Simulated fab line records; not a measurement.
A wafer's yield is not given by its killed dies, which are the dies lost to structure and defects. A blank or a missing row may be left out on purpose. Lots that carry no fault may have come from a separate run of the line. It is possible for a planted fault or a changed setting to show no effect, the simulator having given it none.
A struck lot beside a sound one :: flow sky130 :: 36 out of 708 route steps
Sound: these wafers, L487.1, L487.4, L487.5. Wafers L476.3, L476.4, L476.6 were the ones struck. Last of all comes the cause.
At each step with rows: each side's tool, then ch and its chambers, then its first start. Under that, the readings that differ: sound wafers :: struck wafers :: difference of the means :: sigmas: that difference in standard deviations of wafers without a fault.
alike: a reading whose means differ by less than 2 such deviations, as well as words and numbers matching on both sides. not compared: withheld readings; readings where some wafer has no value; bounds like >300 that might hide an equal value; numbers whose values overlap and for which the record gives no deviation.
A row with sigmas, a row that says differs or no value, or rows on one side alone: a step with any of these is where the two part. When numbers do not overlap yet have no deviation, they are printed without sigmas and do not part them. Lack of a reading on every wafer of one side parts them only where that side has two or more wafers.

first, 10 steps without rows for these wafers: SKY_GATE_OXIDE_COAT_05 (resist thk 1140 nm); SKY_GATE_OXIDE_SOFTBAKE_06 (time 60 s); SKY_GATE_OXIDE_EXPOSE_07 (exposes mask LVOM, target cd 600 nm); SKY_GATE_OXIDE_PEB_08; SKY_GATE_OXIDE_DEVELOP_09 (develop time 60 s); SKY_GATE_OXIDE_IMPLANT_11; SKY_GATE_OXIDE_WET_ETCH_12 (etches SiO2 in dHF, target depth 16.8 nm, time 336 s); SKY_GATE_OXIDE_STRIP_13 (strips in O2/N2); SKY_GATE_OXIDE_CLEAN_15 (cleans in SC1/SC2, time 150 s); SKY_GATE_OXIDE_OXIDATION_16 (stabilise 600 s, purge 300 s, target thk 3.57 nm).
SKY_POLY_GATE_CVD_00: deposits poly-Si, target thk 180 nm, time 720 s.
  sound on lpcvd-01 ch 0, day 20 13:59; struck on lpcvd-01 ch 0, day 16 06:32
reading: model.poly-Si_of_POLY_GATE_CVD_00.thkNm (nm)
sound: 178.8 179.7 178.8
struck: 147.9 148.8 147.9
difference: -30.9
sigmas: 
  alike: spikeTcLowerC, spikeTcUpperC
SKY_POLY_GATE_THK_MEAS_01:
  sound on filmMetro-02, day 20 15:11; struck on filmMetro-01, day 16 08:22
reading: POLY_GATE_CVD_00_THK (nm)
sound: 178.6 179.5 178.9
struck: 148.0 148.8 148.0
difference: -30.7
sigmas: -22
then, 9 steps without rows for these wafers: SKY_RES_PROTECT_DEHYDRATE_00 (time 60 s); SKY_RES_PROTECT_HMDS_01 (prime time 60 s); SKY_RES_PROTECT_COAT_02 (resist thk 1140 nm); SKY_RES_PROTECT_SOFTBAKE_03 (time 60 s); SKY_RES_PROTECT_EXPOSE_04 (exposes mask RPM, target cd 1270 nm); SKY_RES_PROTECT_PEB_05; SKY_RES_PROTECT_DEVELOP_06 (develop time 60 s); SKY_POLY_GATE_IMPLANT_02; SKY_RES_PROTECT_STRIP_07 (strips in O2/N2).
SKY_RES_PROTECT_CLEAN_09: cleans in SC1/SC2, time 150 s.
  sound on wetBench-01 ch 3, day 21 22:34; struck on wetBench-02 ch 1, day 17 13:10
reading: model.poly-Si_of_POLY_GATE_CVD_00.thkNm (nm)
sound: 178.1 179 178.2
struck: 147.3 148.2 147.3
difference: -30.8
sigmas: 
then, 11 steps without rows for these wafers: SKY_POLY_GATE_CVD_03 (deposits Si3N4 from DCS/NH3, target thk 75 nm, time 1290 s); SKY_POLY_GATE_DEHYDRATE_05 (time 60 s); SKY_POLY_GATE_HMDS_06 (prime time 60 s); SKY_POLY_GATE_COAT_07 (resist thk 110 nm); SKY_POLY_GATE_COAT_08 (resist thk 450 nm); SKY_POLY_GATE_SOFTBAKE_09 (time 90 s); SKY_POLY_GATE_EXPOSE_10 (exposes mask P1M, target cd 150 nm); SKY_POLY_GATE_PEB_11; SKY_POLY_GATE_DEVELOP_12 (develop time 60 s); SKY_POLY_GATE_ETCH_15 (etches BARC in N2/H2, stops on SiO2, time 118.5 s, target depth 110 nm); SKY_POLY_GATE_ETCH_16 (etches Si3N4 in CH3F/O2, stops on poly-Si, time 147.5 s, target depth 75 nm).
SKY_POLY_GATE_ETCH_17: etches poly-Si in HBr/Cl2, stops on SiO2, target depth 180 nm, time 70.5 s.
  sound on rieSi-02 ch 0,1, day 23 06:32; struck on rieSi-01 ch 0,1,2, day 18 20:57
reading: oesProductAu (a.u.)
sound: 0.983 0.984 0.972
struck: 0.871 0.866 0.873
difference: -0.110
sigmas: -14

reading: model.etch.depthNm (nm)
sound: 176.7 179 176.1
struck: 147.3 148.2 147.3
difference: -29.7
sigmas: 

reading: model.POLY_GATE.featureDepthNm (nm)
sound: 176.7 179 176.1
struck: 147.3 148.2 147.3
difference: -29.7
sigmas: 
  alike: chamberPressureMTorr, drypumpMotorCurrentA, heBacksideLeakSccm, throttleValvePct
  not compared: rfHoursCounterH
then, 1 step without rows for these wafers: SKY_POLY_GATE_STRIP_18 (strips in O2/N2).
-- the record jumps here: 29 days lie between the struck wafers' starts before and after (it left off in module POLY_GATE and takes up again in module PAD_OPEN, whose first step shown is number 708 of the route) --
SKY_PAD_OPEN_PROBE_99:
  sound on prober-01, day 50 04:39; struck on prober-02, day 47 13:38
reading: model.etest.resXhighPo.lineOhmUm
sound: 5895 5945 5735
struck: 5464 5498 5254
difference: -453
sigmas: 

reading: model.etest.resXhighPo.rsOhmSq
sound: 2096 2108 2070
struck: 1908 1916 1837
difference: -204
sigmas: 

reading: model.etest.resHighPo.lineOhmUm
sound: 758.2 753.2 747.7
struck: 837.8 835.7 825.3
difference: +79.9
sigmas: 

reading: model.etest.resPoly.lineOhmUm
sound: 502.8 494.3 508.5
struck: 602.5 579.1 585.5
difference: +87.2
sigmas: 

reading: model.etest.resHighPo.rsOhmSq
sound: 269 266.1 263.7
struck: 294.7 296 289.8
difference: +27.2
sigmas: 

reading: model.etest.liconHighPo.rcOhm
sound: 357.1 369.9 355
struck: 316.6 321.8 308.6
difference: -45.0
sigmas: 

reading: model.etest.capLiToPoly.cAfUm2
sound: 100.1 96.54 97.94
struck: 88.62 91.31 90.89
difference: -7.92
sigmas: 

reading: model.etest.resPoly.rsOhmSq
sound: 49.05 48.99 48.8
struck: 55.48 55.86 55.06
difference: +6.52
sigmas: 
  alike: killed_at_M0_to_M3, killed_at_M4_up, killedAtContacts, killedAtFrontEnd, killedAtOther, killedDies, killedOpen, killedShort

== WHERE THEY PART ==
Earliest at SKY_POLY_GATE_THK_MEAS_01; latest, in this record, at SKY_POLY_GATE_ETCH_17. Later steps at which nothing parts them and some readings are alike: SKY_PAD_OPEN_PROBE_99.

WHY: whatever the simulator had introduced
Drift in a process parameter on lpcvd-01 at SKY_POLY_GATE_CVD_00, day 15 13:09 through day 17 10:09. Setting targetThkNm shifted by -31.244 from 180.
